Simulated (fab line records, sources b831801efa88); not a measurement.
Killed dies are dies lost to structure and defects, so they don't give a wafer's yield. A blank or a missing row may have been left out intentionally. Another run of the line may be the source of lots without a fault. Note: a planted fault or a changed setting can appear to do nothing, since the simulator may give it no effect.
fab line records || flow gf180mcu
record {"lots": 6, "wafers": 18, "last-day": 34}
route steps=602 shown LVPWELL@58 MVSD@66
lots untouched by any fault: they come from a run of this same line in which no faults occurred
start-h: hours from the record's opening day to when the first of the lot's shown wafers began || wait-h: hours from the lot's prior step to this one || " the same as in the row above || L1.1+2: a row that stands for several wafers || - either no value or no given start || * or withheld: withheld || < > ~ a bound
route shown NAME@n: names a module that has steps shown in the file, with the first one's number in the route || usual: mean and standard deviation over wafers with no fault || same: alike in all rows || chamber/n: place in a boat || sites: per-site readings || _std_site: their standard deviation || _edge_site: outer sites' mean less inner sites' || radius-mm: for every site, how far away it sits from the centre of the wafer || mask NAME#n: copy n || behind: the most recent tool/chamber to have shaped the wafer || hold: cause of the lot's hold/its duration in hours/its outcome || device: the n, p or np transistor that did not switch || end of line: the same wafers' tests at the end of the route || a step given without rows: its recipe and nothing more || killed: count of dies lost to structure and defects at first sort (not the wafer's yield) || map: per-die view of a wafer (x killed, . not killed, _ where there is no die)
set.NAME: setting as actually run; set.NAME@STEP: the setting as run at that earlier step || model.NAME: the simulator's own value behind a step, which no gauge read
lots at selected steps of the route; one table per step, one row per wafer
services: from which hour (start-h, from the record's first day; less than 0 if before it) a tool's chamber was out of use, for how many hours, and why
## steps
# step GF_LVPWELL_EXPOSE_04
# recipe {"mask-id": "LVPWELL", "target-cd-nm": 600, "na": 0.6, "source-shape": "conventional", "sigma-outer": 0.6, "dose-mj": 260}
# step GF_LVPWELL_PEB_05
# recipe {"temp-c": 115, "time-s": "withheld"}
# step GF_LVPWELL_DEVELOP_06
# recipe {"wall-angle-deg": 90, "develop-time-s": 60, "dev-temp-c": 23}
# step GF_LVPWELL_OVL_MEAS_07
# usual {"LVPWELL_OVL": "-0.2/1.3"}
{"lot.wafer": "L578.1", "tool": "overlay-02", "chamber": "-", "start-h": 113.17, "wait-h": "-", "LVPWELL_OVL[nm]": -0.1}
{"lot.wafer": "L578.2", "tool": "overlay-02", "chamber": "-", "start-h": 113.17, "wait-h": "-", "LVPWELL_OVL[nm]": -2.1}
{"lot.wafer": "L578.6", "tool": "overlay-02", "chamber": "-", "start-h": 113.17, "wait-h": "-", "LVPWELL_OVL[nm]": 0.9}
{"lot.wafer": "L579.3", "tool": "overlay-01", "chamber": "-", "start-h": 119.68, "wait-h": "-", "LVPWELL_OVL[nm]": -0.5}
{"lot.wafer": "L579.4", "tool": "overlay-01", "chamber": "-", "start-h": 119.68, "wait-h": "-", "LVPWELL_OVL[nm]": 1.3}
{"lot.wafer": "L579.5", "tool": "overlay-01", "chamber": "-", "start-h": 119.68, "wait-h": "-", "LVPWELL_OVL[nm]": 0.4}
{"lot.wafer": "L587.2", "tool": "overlay-01", "chamber": "-", "start-h": 172.67, "wait-h": "-", "LVPWELL_OVL[nm]": 0.4}
{"lot.wafer": "L587.3", "tool": "overlay-01", "chamber": "-", "start-h": 172.67, "wait-h": "-", "LVPWELL_OVL[nm]": -0.1}
{"lot.wafer": "L587.6", "tool": "overlay-01", "chamber": "-", "start-h": 172.67, "wait-h": "-", "LVPWELL_OVL[nm]": -0.2}
{"lot.wafer": "L588.2", "tool": "overlay-01", "chamber": "-", "start-h": 182.40, "wait-h": "-", "LVPWELL_OVL[nm]": 1.7}
{"lot.wafer": "L588.3", "tool": "overlay-01", "chamber": "-", "start-h": 182.40, "wait-h": "-", "LVPWELL_OVL[nm]": 1.3}
{"lot.wafer": "L588.5", "tool": "overlay-01", "chamber": "-", "start-h": 182.40, "wait-h": "-", "LVPWELL_OVL[nm]": 1.8}
{"lot.wafer": "L590.3", "tool": "overlay-01", "chamber": "-", "start-h": 185.13, "wait-h": "-", "LVPWELL_OVL[nm]": -0.2}
{"lot.wafer": "L590.4", "tool": "overlay-01", "chamber": "-", "start-h": 185.13, "wait-h": "-", "LVPWELL_OVL[nm]": 0.4}
{"lot.wafer": "L590.6", "tool": "overlay-01", "chamber": "-", "start-h": 185.13, "wait-h": "-", "LVPWELL_OVL[nm]": -1.7}
{"lot.wafer": "L593.1", "tool": "overlay-01", "chamber": "-", "start-h": 199.99, "wait-h": "-", "LVPWELL_OVL[nm]": -0.5}
{"lot.wafer": "L593.4", "tool": "overlay-01", "chamber": "-", "start-h": 199.99, "wait-h": "-", "LVPWELL_OVL[nm]": -3.1}
{"lot.wafer": "L593.5", "tool": "overlay-01", "chamber": "-", "start-h": 199.99, "wait-h": "-", "LVPWELL_OVL[nm]": -0.6}
# step GF_LVPWELL_IMPLANT_08
# recipe {"species": "B", "energy-kev": 170, "dose-cm2": 1.5e+13, "tilt-deg": 0}
# step GF_LVPWELL_IMPLANT_09
# recipe {"species": "B", "energy-kev": 60, "dose-cm2": 5e+12, "tilt-deg": 0}
# step GF_LVPWELL_STRIP_10
# recipe {"chemistry": "O2/N2", "power-w": 1400, "pressure-mtorr": 1500, "platen-temp-c": 250, "o2-flow-sccm": 3000, "n2-flow-sccm": 300, "overash-fraction": 0.5}
# usual {"drypump-motor-current-A": "5.9/0.52", "heater-power-w": "353/37", "oes-product-au": "0.723/0.0047", "platen-temp-c": "250.01/0.19", "strip-time-to-endpoint-s": "36.99/0.094"}
{"lot.wafer": "L578.1", "tool": "plasma-asher-04", "chamber": 1, "start-h": 113.50, "wait-h": 0.1, "drypump-motor-current-A": 5.6, "heater-power-w": 405, "oes-product-au": 0.720, "platen-temp-c": 250.06, "rf-hours-counter-h": 30, "strip-time-to-endpoint-s": 36.98}
{"lot.wafer": "L578.2", "tool": "plasma-asher-04", "chamber": 0, "start-h": 113.50, "wait-h": 0.1, "drypump-motor-current-A": 6.1, "heater-power-w": 309, "oes-product-au": 0.733, "platen-temp-c": 250.04, "rf-hours-counter-h": 30, "strip-time-to-endpoint-s": 36.99}
{"lot.wafer": "L578.6", "tool": "plasma-asher-04", "chamber": 0, "start-h": 113.50, "wait-h": 0.1, "drypump-motor-current-A": 6.1, "heater-power-w": 312, "oes-product-au": 0.727, "platen-temp-c": 249.88, "rf-hours-counter-h": "-", "strip-time-to-endpoint-s": 36.98}
{"lot.wafer": "L579.3", "tool": "plasma-asher-01", "chamber": 0, "start-h": 120.04, "wait-h": 0.1, "drypump-motor-current-A": 6.7, "heater-power-w": 347, "oes-product-au": 0.732, "platen-temp-c": 250.03, "rf-hours-counter-h": "-", "strip-time-to-endpoint-s": 36.91}
{"lot.wafer": "L579.4", "tool": "plasma-asher-01", "chamber": 1, "start-h": 120.04, "wait-h": 0.1, "drypump-motor-current-A": 5.6, "heater-power-w": 389, "oes-product-au": 0.721, "platen-temp-c": 249.82, "rf-hours-counter-h": "-", "strip-time-to-endpoint-s": 37.02}
{"lot.wafer": "L579.5", "tool": "plasma-asher-01", "chamber": 1, "start-h": 120.04, "wait-h": 0.1, "drypump-motor-current-A": 5.6, "heater-power-w": 394, "oes-product-au": 0.724, "platen-temp-c": 249.99, "rf-hours-counter-h": "-", "strip-time-to-endpoint-s": 36.87}
{"lot.wafer": "L587.2", "tool": "plasma-asher-04", "chamber": 0, "start-h": 173.00, "wait-h": 0.1, "drypump-motor-current-A": 6.1, "heater-power-w": 305, "oes-product-au": 0.719, "platen-temp-c": 250.47, "rf-hours-counter-h": 36, "strip-time-to-endpoint-s": 37.10}
{"lot.wafer": "L587.3", "tool": "plasma-asher-04", "chamber": 1, "start-h": 173.00, "wait-h": 0.1, "drypump-motor-current-A": 5.6, "heater-power-w": 401, "oes-product-au": 0.724, "platen-temp-c": 250.09, "rf-hours-counter-h": "-", "strip-time-to-endpoint-s": 37.09}
{"lot.wafer": "L587.6", "tool": "plasma-asher-04", "chamber": 0, "start-h": 173.00, "wait-h": 0.1, "drypump-motor-current-A": 6.1, "heater-power-w": 308, "oes-product-au": 0.723, "platen-temp-c": 250.55, "rf-hours-counter-h": "-", "strip-time-to-endpoint-s": 37.06}
{"lot.wafer": "L588.2", "tool": "plasma-asher-01", "chamber": 0, "start-h": 182.73, "wait-h": 0.1, "drypump-motor-current-A": 6.8, "heater-power-w": 339, "oes-product-au": 0.723, "platen-temp-c": 249.70, "rf-hours-counter-h": 53, "strip-time-to-endpoint-s": 37.05}
{"lot.wafer": "L588.3", "tool": "plasma-asher-01", "chamber": 1, "start-h": 182.73, "wait-h": 0.1, "drypump-motor-current-A": 5.6, "heater-power-w": 386, "oes-product-au": 0.725, "platen-temp-c": 250.03, "rf-hours-counter-h": "-", "strip-time-to-endpoint-s": 37.03}
{"lot.wafer": "L588.5", "tool": "plasma-asher-01", "chamber": 1, "start-h": 182.73, "wait-h": 0.1, "drypump-motor-current-A": 5.6, "heater-power-w": 386, "oes-product-au": 0.723, "platen-temp-c": 250.07, "rf-hours-counter-h": "-", "strip-time-to-endpoint-s": 37.04}
{"lot.wafer": "L590.3", "tool": "plasma-asher-04", "chamber": 1, "start-h": 185.48, "wait-h": 0.1, "drypump-motor-current-A": 5.6, "heater-power-w": 409, "oes-product-au": 0.721, "platen-temp-c": 249.97, "rf-hours-counter-h": "-", "strip-time-to-endpoint-s": 37.04}
{"lot.wafer": "L590.4", "tool": "plasma-asher-04", "chamber": 0, "start-h": 185.48, "wait-h": 0.1, "drypump-motor-current-A": 6.1, "heater-power-w": 306, "oes-product-au": 0.717, "platen-temp-c": 250.15, "rf-hours-counter-h": "-", "strip-time-to-endpoint-s": 37.06}
{"lot.wafer": "L590.6", "tool": "plasma-asher-04", "chamber": 1, "start-h": 185.48, "wait-h": 0.1, "drypump-motor-current-A": 5.6, "heater-power-w": 413, "oes-product-au": 0.725, "platen-temp-c": 250.05, "rf-hours-counter-h": "-", "strip-time-to-endpoint-s": 37.03}
{"lot.wafer": "L593.1", "tool": "plasma-asher-03", "chamber": 0, "start-h": 200.33, "wait-h": 0.1, "drypump-motor-current-A": 5.5, "heater-power-w": 315, "oes-product-au": 0.725, "platen-temp-c": 250.32, "rf-hours-counter-h": 8, "strip-time-to-endpoint-s": 37.12}
{"lot.wafer": "L593.4", "tool": "plasma-asher-03", "chamber": 0, "start-h": 200.33, "wait-h": 0.1, "drypump-motor-current-A": 5.5, "heater-power-w": 310, "oes-product-au": 0.724, "platen-temp-c": 250.41, "rf-hours-counter-h": "-", "strip-time-to-endpoint-s": 37.16}
{"lot.wafer": "L593.5", "tool": "plasma-asher-03", "chamber": 1, "start-h": 200.33, "wait-h": 0.1, "drypump-motor-current-A": 5.1, "heater-power-w": 329, "oes-product-au": 0.723, "platen-temp-c": 250.21, "rf-hours-counter-h": "-", "strip-time-to-endpoint-s": 37.24}
# step GF_LVPWELL_TW_MEAS_11
# usual {"LVPWELL_TW": "567/9.5"}
{"lot.wafer": "L578.1", "tool": "film-metro-02", "chamber": "-", "start-h": 113.60, "wait-h": 0.1, "LVPWELL_TW": 574}
{"lot.wafer": "L578.2", "tool": "film-metro-02", "chamber": "-", "start-h": 113.60, "wait-h": 0.1, "LVPWELL_TW": 572}
{"lot.wafer": "L578.6", "tool": "film-metro-02", "chamber": "-", "start-h": 113.60, "wait-h": 0.1, "LVPWELL_TW": 573}
{"lot.wafer": "L579.3", "tool": "film-metro-01", "chamber": "-", "start-h": 120.14, "wait-h": 0.1, "LVPWELL_TW": 559}
{"lot.wafer": "L579.4", "tool": "film-metro-01", "chamber": "-", "start-h": 120.14, "wait-h": 0.1, "LVPWELL_TW": 557}
{"lot.wafer": "L579.5", "tool": "film-metro-01", "chamber": "-", "start-h": 120.14, "wait-h": 0.1, "LVPWELL_TW": 559}
{"lot.wafer": "L587.2", "tool": "film-metro-01", "chamber": "-", "start-h": 173.11, "wait-h": 0.1, "LVPWELL_TW": 555}
{"lot.wafer": "L587.3", "tool": "film-metro-01", "chamber": "-", "start-h": 173.11, "wait-h": 0.1, "LVPWELL_TW": 552}
{"lot.wafer": "L587.6", "tool": "film-metro-01", "chamber": "-", "start-h": 173.11, "wait-h": 0.1, "LVPWELL_TW": 551}
{"lot.wafer": "L588.2", "tool": "film-metro-02", "chamber": "-", "start-h": 182.84, "wait-h": 0.1, "LVPWELL_TW": 575}
{"lot.wafer": "L588.3", "tool": "film-metro-02", "chamber": "-", "start-h": 182.84, "wait-h": 0.1, "LVPWELL_TW": 580}
{"lot.wafer": "L588.5", "tool": "film-metro-02", "chamber": "-", "start-h": 182.84, "wait-h": 0.1, "LVPWELL_TW": 574}
{"lot.wafer": "L590.3", "tool": "film-metro-02", "chamber": "-", "start-h": 185.57, "wait-h": 0.1, "LVPWELL_TW": 579}
{"lot.wafer": "L590.4", "tool": "film-metro-02", "chamber": "-", "start-h": 185.57, "wait-h": 0.1, "LVPWELL_TW": 579}
{"lot.wafer": "L590.6", "tool": "film-metro-02", "chamber": "-", "start-h": 185.57, "wait-h": 0.1, "LVPWELL_TW": 579}
{"lot.wafer": "L593.1", "tool": "film-metro-02", "chamber": "-", "start-h": 200.43, "wait-h": 0.1, "LVPWELL_TW": 575}
{"lot.wafer": "L593.4", "tool": "film-metro-02", "chamber": "-", "start-h": 200.43, "wait-h": 0.1, "LVPWELL_TW": 576}
{"lot.wafer": "L593.5", "tool": "film-metro-02", "chamber": "-", "start-h": 200.43, "wait-h": 0.1, "LVPWELL_TW": 576}
# step GF_MVSD_DEHYDRATE_00
# recipe {"temp-c": 200, "time-s": 60}
# step GF_MVSD_HMDS_01
# recipe {"prime-time-s": 60, "prime-temp-c": 120}
# step GF_MVSD_COAT_02
# recipe {"spin-rpm": 2000, "resist-thk-nm": 3000}
# step GF_MVSD_SOFTBAKE_03
# recipe {"temp-c": 110, "time-s": "withheld"}
# step GF_MVSD_EXPOSE_04
# recipe {"mask-id": "MVSD", "target-cd-nm": 1000, "na": 0.6, "source-shape": "conventional", "sigma-outer": 0.6, "dose-mj": 260}
# usual {"exposure-dose-mJ-cm2": "259.91/0.27", "focus-offset-nm": "0.1/0.48"}
{"lot.wafer": "L578.1", "tool": "iline-stepper-01", "chamber": 0, "start-h": 120.32, "wait-h": "-", "mask": "MVSD#0", "exposure-dose-mJ-cm2": 259.77, "focus-offset-nm": -0.5}
{"lot.wafer": "L578.2", "tool": "iline-stepper-01", "chamber": 0, "start-h": 120.32, "wait-h": "-", "mask": "MVSD#0", "exposure-dose-mJ-cm2": 259.76, "focus-offset-nm": -1.3}
{"lot.wafer": "L578.6", "tool": "iline-stepper-01", "chamber": 0, "start-h": 120.32, "wait-h": "-", "mask": "MVSD#0", "exposure-dose-mJ-cm2": 259.82, "focus-offset-nm": 0.9}
{"lot.wafer": "L579.3", "tool": "iline-stepper-01", "chamber": 0, "start-h": 126.61, "wait-h": "-", "mask": "MVSD#0", "exposure-dose-mJ-cm2": 259.47, "focus-offset-nm": -0.2}
{"lot.wafer": "L579.4", "tool": "iline-stepper-01", "chamber": 0, "start-h": 126.61, "wait-h": "-", "mask": "MVSD#0", "exposure-dose-mJ-cm2": 259.57, "focus-offset-nm": -0.6}
{"lot.wafer": "L579.5", "tool": "iline-stepper-01", "chamber": 0, "start-h": 126.61, "wait-h": "-", "mask": "MVSD#0", "exposure-dose-mJ-cm2": 259.68, "focus-offset-nm": -0.2}
{"lot.wafer": "L587.2", "tool": "iline-stepper-02", "chamber": "-", "start-h": 181.29, "wait-h": "-", "mask": "MVSD#0", "exposure-dose-mJ-cm2": "-", "focus-offset-nm": "-"}
{"lot.wafer": "L587.3", "tool": "iline-stepper-02", "chamber": "-", "start-h": 181.29, "wait-h": "-", "mask": "MVSD#0", "exposure-dose-mJ-cm2": "-", "focus-offset-nm": "-"}
{"lot.wafer": "L587.6", "tool": "iline-stepper-02", "chamber": "-", "start-h": 181.29, "wait-h": "-", "mask": "MVSD#0", "exposure-dose-mJ-cm2": "-", "focus-offset-nm": "-"}
{"lot.wafer": "L588.2", "tool": "iline-stepper-01", "chamber": "-", "start-h": 191.66, "wait-h": "-", "mask": "MVSD#0", "exposure-dose-mJ-cm2": "-", "focus-offset-nm": "-"}
{"lot.wafer": "L588.3", "tool": "iline-stepper-01", "chamber": "-", "start-h": 191.66, "wait-h": "-", "mask": "MVSD#0", "exposure-dose-mJ-cm2": "-", "focus-offset-nm": "-"}
{"lot.wafer": "L588.5", "tool": "iline-stepper-01", "chamber": "-", "start-h": 191.66, "wait-h": "-", "mask": "MVSD#0", "exposure-dose-mJ-cm2": "-", "focus-offset-nm": "-"}
{"lot.wafer": "L590.3", "tool": "iline-stepper-01", "chamber": 0, "start-h": 194.10, "wait-h": "-", "mask": "MVSD#0", "exposure-dose-mJ-cm2": 260.20, "focus-offset-nm": 0.2}
{"lot.wafer": "L590.4", "tool": "iline-stepper-01", "chamber": 0, "start-h": 194.10, "wait-h": "-", "mask": "MVSD#0", "exposure-dose-mJ-cm2": 259.85, "focus-offset-nm": 0.1}
{"lot.wafer": "L590.6", "tool": "iline-stepper-01", "chamber": 0, "start-h": 194.10, "wait-h": "-", "mask": "MVSD#0", "exposure-dose-mJ-cm2": 260.34, "focus-offset-nm": 0.2}
{"lot.wafer": "L593.1", "tool": "iline-stepper-02", "chamber": 0, "start-h": 209.79, "wait-h": "-", "mask": "MVSD#0", "exposure-dose-mJ-cm2": 259.87, "focus-offset-nm": 0.2}
{"lot.wafer": "L593.4", "tool": "iline-stepper-02", "chamber": 0, "start-h": 209.79, "wait-h": "-", "mask": "MVSD#0", "exposure-dose-mJ-cm2": 260.00, "focus-offset-nm": -0.4}
{"lot.wafer": "L593.5", "tool": "iline-stepper-02", "chamber": 0, "start-h": 209.79, "wait-h": "-", "mask": "MVSD#0", "exposure-dose-mJ-cm2": 260.06, "focus-offset-nm": -0.2}
# step GF_MVSD_PEB_05
# recipe {"temp-c": 115, "time-s": "withheld"}
## services
{"tool": "plasma-asher-03", "chamber": "-", "start-h": 93.62, "hours": 1.6, "kind": "repair"}
{"tool": "plasma-asher-04", "chamber": "-", "start-h": 99.52, "hours": 0.5, "kind": "repair"}
{"tool": "plasma-asher-04", "chamber": "-", "start-h": 106.92, "hours": 1.2, "kind": "repair"}
{"tool": "iline-stepper-02", "chamber": "-", "start-h": 108.32, "hours": 25.3, "kind": "repair"}
{"tool": "plasma-asher-03", "chamber": "-", "start-h": 108.75, "hours": 9.0, "kind": "pm"}
{"tool": "plasma-asher-03", "chamber": 0, "start-h": 108.75, "hours": 9.0, "kind": "vent-cycle"}
{"tool": "plasma-asher-03", "chamber": 1, "start-h": 108.75, "hours": 9.0, "kind": "vent-cycle"}
{"tool": "plasma-asher-03", "chamber": 0, "start-h": 117.75, "hours": "-", "kind": "clean"}
{"tool": "plasma-asher-03", "chamber": 1, "start-h": 117.75, "hours": "-", "kind": "clean"}
{"tool": "iline-stepper-01", "chamber": 0, "start-h": 153.81, "hours": "-", "kind": "calibration"}
{"tool": "iline-stepper-02", "chamber": "-", "start-h": 159.60, "hours": 1.7, "kind": "pm"}
{"tool": "iline-stepper-02", "chamber": "-", "start-h": 166.59, "hours": 1.9, "kind": "repair"}
{"tool": "iline-stepper-02", "chamber": "-", "start-h": 185.10, "hours": 4.4, "kind": "pm"}
## key
first-sign {"step": "GF_MVSD_EXPOSE_04", "reading": "tool-record", "direction": "missing"}
effect none on later readings
met-at GF_MVSD_EXPOSE_04
struck-wafers L587.2,L587.3,L587.6,L588.2,L588.3,L588.5
sort-left-out L587.2,L587.3,L587.6,L588.2,L588.3,L588.5
tester-left-out L587,L588
onset-between 126.61 181.29
fault {"kind": "skipped-step-whole", "tool": "iline-stepper-01,iline-stepper-02", "chamber": "-", "onset-h": 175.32, "steps": "GF_MVSD_EXPOSE_04", "scope": "struck-lots-only"}
# tester-left-out: of these lots the tester's yield and bins aren't shown, on N5 and GAA mostly nor the transistor test; their killed dies are dies lost to structure and defects alone, not to doping, threshold or leakage, so they don't give the yield
# sort-left-out: the simulated sort isn't trusted on such a fault, so these wafers' sort isn't shown, and their yield isn't known
